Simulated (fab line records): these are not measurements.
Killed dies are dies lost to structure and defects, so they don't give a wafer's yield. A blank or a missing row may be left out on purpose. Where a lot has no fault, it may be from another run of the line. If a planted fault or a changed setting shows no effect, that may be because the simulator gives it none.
Which of the tools did it? + flow sky130 + 11 lots, 33 wafers sampled, at 5 steps of a route of 708

WHAT THE GAUGES SHOWED, per wafer
No reading from a measuring or inspecting step in the record can be judged against a usual standard deviation.

WHAT TOOL EACH LOT RAN ON (gives the tool, then ch and the chambers of the sampled wafers, and finally the start)
| lot  | SKY_VIA4_ETCH_12                  | SKY_METAL5_SPUTTER_03       | SKY_METAL5_SPUTTER_04       | SKY_PAD_OPEN_ETCH_07              | SKY_PAD_OPEN_PROBE_99   |
|------|-----------------------------------|-----------------------------|-----------------------------|-----------------------------------|-------------------------|
| L970 | rieDiel-03 ch 0,1, day 43 02:00   | pvdSputter-03, day 43 03:28 | pvdSputter-03, day 43 03:29 | rieDiel-01 ch 0,1, day 45 23:46   | -                       |
| L971 | rieDiel-03 ch 0,1,3, day 43 10:16 | pvdSputter-01, day 43 11:43 | pvdSputter-01, day 43 11:44 | rieDiel-04 ch 1,2, day 46 06:52   | -                       |
| L974 | rieDiel-01 ch 2,3, day 44 07:04   | pvdSputter-03, day 44 08:35 | pvdSputter-03, day 44 08:36 | rieDiel-01 ch 0,2,3, day 47 03:01 | -                       |
| L975 | rieDiel-02 ch 0,2,3, day 44 13:00 | pvdSputter-01, day 44 14:28 | pvdSputter-01, day 44 14:29 | rieDiel-02 ch 0,1,3, day 47 08:19 | -                       |
| L978 | rieDiel-01 ch 0,3, day 45 20:03   | pvdSputter-01, day 45 21:32 | pvdSputter-01, day 45 21:34 | rieDiel-02 ch 0,1,3, day 48 10:49 | prober-01, day 48 13:20 |
| L984 | rieDiel-03 ch 1,2,3, day 46 23:53 | pvdSputter-02, day 47 01:24 | pvdSputter-02, day 47 01:25 | rieDiel-04 ch 1,3, day 49 11:28   | prober-02, day 49 14:16 |
| L985 | rieDiel-01 ch 0,1,3, day 47 04:57 | pvdSputter-02, day 47 06:34 | pvdSputter-02, day 47 06:35 | rieDiel-02 ch 1,2, day 49 17:04   | prober-01, day 49 19:27 |
| L987 | rieDiel-03 ch 0,1,3, day 47 14:48 | pvdSputter-03, day 47 16:25 | pvdSputter-03, day 47 16:25 | rieDiel-04 ch 1,2, day 50 00:52   | prober-01, day 50 03:57 |
| L990 | rieDiel-03 ch 1,3, day 48 06:58   | pvdSputter-02, day 48 08:53 | pvdSputter-02, day 48 08:55 | rieDiel-02 ch 2,3, day 50 14:47   | prober-02, day 50 17:09 |
| L991 | rieDiel-02 ch 1,2, day 48 16:39   | pvdSputter-01, day 48 18:07 | pvdSputter-01, day 48 18:08 | rieDiel-02 ch 2,3, day 50 23:22   | prober-01, day 51 01:41 |
| L993 | rieDiel-03 ch 0,2, day 48 23:36   | pvdSputter-03, day 49 01:07 | pvdSputter-03, day 49 01:08 | rieDiel-02 ch 0,2, day 51 03:55   | prober-01, day 51 06:14 |
- SKY_VIA4_ETCH_12: etches SiO2 in C4F8/O2/Ar, stops on TiN, target depth 580 nm.
- SKY_METAL5_SPUTTER_03: material Ti, target thk 5 nm, time 3.3 s.
- SKY_METAL5_SPUTTER_04: material TiN, target thk 70 nm, time 58.3 s.
- SKY_PAD_OPEN_ETCH_07: etches the open film in CF4/O2, stops on AlCu, target depth 725 nm, time 161.1 s.
- SKY_PAD_OPEN_PROBE_99

AS READ BY THE TOOLS THEMSELVES (means over the sampled wafers that have a number; for cases with no such wafer, the mark the record gives instead)
SKY_VIA4_ETCH_12. Usual: oesProductAu 0.925 a.u., standard deviation 0.0048.
| lot  | tool       | oesProductAu (a.u.) | flag |
|------|------------|---------------------|------|
| L970 | rieDiel-03 | 0.926               |      |
| L971 | rieDiel-03 | 0.928               |      |
| L974 | rieDiel-01 | 0.926               |      |
| L975 | rieDiel-02 | 0.929               |      |
| L978 | rieDiel-01 | 0.924               |      |
| L984 | rieDiel-03 | 0.923               |      |
| L985 | rieDiel-01 | 0.923               |      |
| L987 | rieDiel-03 | 0.924               |      |
| L990 | rieDiel-03 | 0.921               |      |
| L991 | rieDiel-02 | 0.922               |      |
| L993 | rieDiel-03 | 0.925               |      |

SKY_METAL5_SPUTTER_03. Usual: chamberPressurePa 0.4000 Pa, standard deviation 0.00082; throttleValvePct 29.8 %, standard deviation 1.4.
| lot  | tool          | chamberPressurePa (Pa) | throttleValvePct (%) | flag |
|------|---------------|------------------------|----------------------|------|
| L970 | pvdSputter-03 | 0.3993                 | 30.0                 |      |
| L971 | pvdSputter-01 | 0.3994                 | 29.8                 |      |
| L974 | pvdSputter-03 | 0.3991                 | 29.6                 |      |
| L975 | pvdSputter-01 | 0.3996                 | 30.9                 |      |
| L978 | pvdSputter-01 | 0.3995                 | 30.2                 |      |
| L984 | pvdSputter-02 | 0.3998                 | 30.4                 |      |
| L985 | pvdSputter-02 | 0.4005                 | 30.4                 |      |
| L987 | pvdSputter-03 | 0.4000                 | 29.0                 |      |
| L990 | pvdSputter-02 | 0.3996                 | 30.4                 |      |
| L991 | pvdSputter-01 | 0.4008                 | 30.2                 |      |
| L993 | pvdSputter-03 | 0.3999                 | 28.1                 |      |

SKY_METAL5_SPUTTER_04. Usual: chamberPressurePa 0.4000 Pa, standard deviation 0.00092; throttleValvePct 29.8 %, standard deviation 1.4.
| lot  | tool          | chamberPressurePa (Pa) | throttleValvePct (%) | flag |
|------|---------------|------------------------|----------------------|------|
| L970 | pvdSputter-03 | 0.4007                 | 30.2                 |      |
| L971 | pvdSputter-01 | 0.4007                 | 29.7                 |      |
| L974 | pvdSputter-03 | 0.3998                 | 29.7                 |      |
| L975 | pvdSputter-01 | 0.3997                 | 31.0                 |      |
| L978 | pvdSputter-01 | 0.4003                 | 30.4                 |      |
| L984 | pvdSputter-02 | 0.3988                 | 30.6                 |      |
| L985 | pvdSputter-02 | 0.4008                 | 30.3                 |      |
| L987 | pvdSputter-03 | 0.4000                 | 28.9                 |      |
| L990 | pvdSputter-02 | 0.3995                 | 30.4                 |      |
| L991 | pvdSputter-01 | 0.4000                 | 30.3                 |      |
| L993 | pvdSputter-03 | 0.4003                 | 28.2                 |      |

SKY_PAD_OPEN_ETCH_07. Usual: cf4FlowSccm 80.02 sccm, standard deviation 0.23; drypumpMotorCurrentA 5.6 A, standard deviation 0.57; oesProductAu 0.978 a.u., standard deviation 0.0068; throttleValvePct 5.966 %, standard deviation 0.0085.
| lot  | tool       | cf4FlowSccm (sccm) | drypumpMotorCurrentA (A) | oesProductAu (a.u.) | throttleValvePct (%) | flag |
|------|------------|--------------------|--------------------------|---------------------|----------------------|------|
| L970 | rieDiel-01 | 80.34              | 5.6                      | 0.971               | 5.965                |      |
| L971 | rieDiel-04 | 80.18              | 6.0                      | 0.977               | 5.967                |      |
| L974 | rieDiel-01 | 79.93              | 5.9                      | 0.977               | 5.960                |      |
| L975 | rieDiel-02 | 80.28              | 5.5                      | 0.978               | 5.969                |      |
| L978 | rieDiel-02 | 79.80              | 5.5                      | 0.978               | 5.967                |      |
| L984 | rieDiel-04 | 80.07              | 5.9                      | 0.969               | 5.964                |      |
| L985 | rieDiel-02 | 79.96              | 6.1                      | 0.980               | 5.962                |      |
| L987 | rieDiel-04 | 80.08              | 5.8                      | 0.984               | 5.967                |      |
| L990 | rieDiel-02 | 80.22              | 5.2                      | 0.985               | 5.970                |      |
| L991 | rieDiel-02 | 79.73              | 5.0                      | 0.976               | 5.967                |      |
| L993 | rieDiel-02 | 79.76              | 5.2                      | 0.978               | 5.978                |      |

SKY_PAD_OPEN_PROBE_99. Usual: defectLimitedYield 82.6 %, standard deviation 1.7; killed_at_M0_to_M3 43, standard deviation 6.5; killed_at_M4_up 3.2, standard deviation 1.9; killedAtContacts 25, standard deviation 5.5; killedAtFrontEnd 14, standard deviation 4.2; killedAtOther 0.2, standard deviation 0.44; killedDies 85, standard deviation 8.5; killedOpen 47, standard deviation 7; killedShort 39, standard deviation 6.3; sort_bin_3_pad_short 0.9 %, standard deviation 0.46; sort_bin_5_function 10.3 %, standard deviation 1.4; sort_bin_6_memory 6.2 %, standard deviation 1.2; sortNPass 407, standard deviation 8.5; sortYieldPct 82.6 %, standard deviation 1.7.
| lot  | tool      | defectLimitedYield (%) | killed_at_M0_to_M3 | killed_at_M4_up | killedAtContacts | killedAtFrontEnd | killedAtOther | killedDies | killedOpen | killedShort | sort_bin_3_pad_short (%) | sort_bin_5_function (%) | sort_bin_6_memory (%) | sortNPass | sortYieldPct (%) | flag |
|------|-----------|------------------------|--------------------|-----------------|------------------|------------------|---------------|------------|------------|-------------|--------------------------|-------------------------|-----------------------|-----------|------------------|------|
| L978 | prober-01 | 77.5                   | 43                 | 25.0            | 29               | 13               | 0.7           | 111        | 54         | 36          | 1.5                      | 14.1                    | 6.9                   | 381       | 77.5             | OFF  |
| L984 | prober-02 | 82.4                   | 43                 | 3.7             | 22               | 17               | 0.0           | 86         | 43         | 43          | 1.0                      | 11.0                    | 5.6                   | 406       | 82.4             |      |
| L985 | prober-01 | 84.1                   | 43                 | 2.7             | 17               | 15               | 0.3           | 78         | 39         | 39          | 0.7                      | 8.9                     | 6.2                   | 414       | 84.1             |      |
| L987 | prober-01 | 81.6                   | 42                 | 2.7             | 31               | 15               | 0.3           | 91         | 54         | 36          | 0.8                      | 11.4                    | 6.2                   | 401       | 81.6             |      |
| L990 | prober-02 | 83.3                   | 40                 | 3.5             | 22               | 16               | 0.0           | 82         | 42         | 40          | 0.5                      | 10.2                    | 5.9                   | 410       | 83.3             |      |
| L991 | prober-01 | 84.3                   | 39                 | 1.7             | 27               | 9                | 0.3           | 77         | 40         | 37          | 1.1                      | 8.4                     | 6.0                   | 415       | 84.3             |      |
| L993 | prober-01 | 83.3                   | 43                 | 3.7             | 23               | 13               | 0.0           | 82         | 46         | 36          | 1.6                      | 10.0                    | 5.1                   | 410       | 83.3             |      |

THE ANSWER, worked out from the rows above alone
Rule: take the mean of a lot's wafers that have a number; if it is more than 3 standard deviations from the usual mean, the lot is off. Also off: a lot with no number at a reading for which 4 or more lots have one. The other lots that the step has rows for count as sound. The gauges are gone through in route order, then the tools' own readings, and for those a lot's mean is taken as printed above. The first step at which some lot is off is used, and at that step the reading that is off furthest; a lot without a number counts as furthest.
Off: L978, at SKY_PAD_OPEN_PROBE_99 (killed_at_M4_up). Neither off nor sound, because the step has no rows for them: L970, L971, L974, L975.
A tool fits if, at that step or a process step before it, it ran every lot that is off, and no sound lot after the first of them. Of those tried, none fits.

WHAT HAD BEEN PUT IN BY THE SIMULATOR
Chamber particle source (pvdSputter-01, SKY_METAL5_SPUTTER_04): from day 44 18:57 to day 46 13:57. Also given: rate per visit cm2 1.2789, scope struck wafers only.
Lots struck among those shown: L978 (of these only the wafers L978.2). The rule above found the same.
